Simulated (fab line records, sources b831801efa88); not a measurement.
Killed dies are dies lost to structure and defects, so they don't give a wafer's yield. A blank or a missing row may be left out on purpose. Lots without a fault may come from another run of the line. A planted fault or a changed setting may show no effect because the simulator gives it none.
Which tool did it? | flow sfq_line | 14 lots, 42 wafers sampled, at 1 step of a route of 325

WHAT THE GAUGES READ, wafer by wafer
The record holds no reading of a measuring or inspecting step that can be judged against a usual standard deviation.

WHICH TOOL RAN EACH LOT (tool, then ch and the chambers of the sampled wafers, then the start)
lot  | SFQ_TRILAYER_I1_VIA_ETCH_VIA_ETCH_052
L442 | rie_diel-01 ch 0,1,2, day 30 23:37
L443 | rie_diel-03 ch 0,1, day 31 08:01
L444 | rie_diel-01 ch 0,2,3, day 32 03:20
L445 | rie_diel-01 ch 0,1, day 32 14:37
L449 | rie_diel-02 ch 0,1,3, day 34 23:02
L451 | rie_diel-02 ch 0,3, day 35 13:26
L456 | rie_diel-03 ch 0,1, day 36 22:09
L458 | rie_diel-02 ch 0,1,3, day 37 23:28
L459 | rie_diel-02 ch 0,1, day 38 10:16
L461 | rie_diel-02 ch 0,2,3, day 39 07:20
L462 | rie_diel-01 ch 1,2, day 39 15:20
L463 | rie_diel-02 ch 1,2, day 40 00:56
L464 | rie_diel-02 ch 1,2,3, day 40 08:08
L465 | rie_diel-03 ch 0,2,3, day 40 13:04
- SFQ_TRILAYER_I1_VIA_ETCH_VIA_ETCH_052: etches SiO2 in CHF3, stops on Nb, target depth 260 nm.

WHAT THE TOOLS THEMSELVES READ (means of the sampled wafers that have a number; where no wafer has one, the mark that the record gives instead)
SFQ_TRILAYER_I1_VIA_ETCH_VIA_ETCH_052. Usual: drypump_motor_current_A 6.0 A, standard deviation 0.35; oes_product_au 0.855 a.u., standard deviation 0.0055; rf_fwd_power_W 498.2 W, standard deviation 1.6.
lot  | tool        | drypump_motor_current_A (A) | oes_product_au (a.u.) | rf_fwd_power_W (W) | flag
L442 | rie_diel-01 | 5.9                         | 0.856                 | 497.3              |
L443 | rie_diel-03 | 6.1                         | 0.853                 | 497.7              |
L444 | rie_diel-01 | 5.6                         | 0.853                 | 499.3              |
L445 | rie_diel-01 | 5.6                         | 0.849                 | 495.5              |
L449 | rie_diel-02 | 6.1                         | 0.859                 | 420.0              | OFF
L451 | rie_diel-02 | 6.3                         | 0.853                 | 418.1              | OFF
L456 | rie_diel-03 | 5.8                         | 0.855                 | 497.7              |
L458 | rie_diel-02 | 6.1                         | 0.857                 | 497.7              |
L459 | rie_diel-02 | 6.0                         | 0.855                 | 498.0              |
L461 | rie_diel-02 | 6.3                         | 0.859                 | 498.1              |
L462 | rie_diel-01 | 6.1                         | 0.861                 | 498.2              |
L463 | rie_diel-02 | 6.1                         | 0.855                 | 497.9              |
L464 | rie_diel-02 | 6.1                         | 0.855                 | 497.7              |
L465 | rie_diel-03 | 6.4                         | 0.855                 | 498.5              |

THE ANSWER, worked out from the rows above alone
Rule: a lot is off if the mean of its wafers that have a number lies more than 3 standard deviations from the usual mean. A lot without any number at a reading at which 4 lots or more have one is off too. The other lots that the step has rows for count as sound. The gauges are gone through in route order, then the tools' own readings, and for those a lot's mean is taken as printed above. The first step at which some lot is off is used, and at that step the reading that is off furthest; a lot without a number counts as furthest.
Off: L449, L451, at SFQ_TRILAYER_I1_VIA_ETCH_VIA_ETCH_052 (rf_fwd_power_W).
A tool fits if, at that step or a process step before it, it ran every lot that is off, and no sound lot after the first of them. None of those tried fits.

WHAT THE SIMULATOR HAD PUT IN
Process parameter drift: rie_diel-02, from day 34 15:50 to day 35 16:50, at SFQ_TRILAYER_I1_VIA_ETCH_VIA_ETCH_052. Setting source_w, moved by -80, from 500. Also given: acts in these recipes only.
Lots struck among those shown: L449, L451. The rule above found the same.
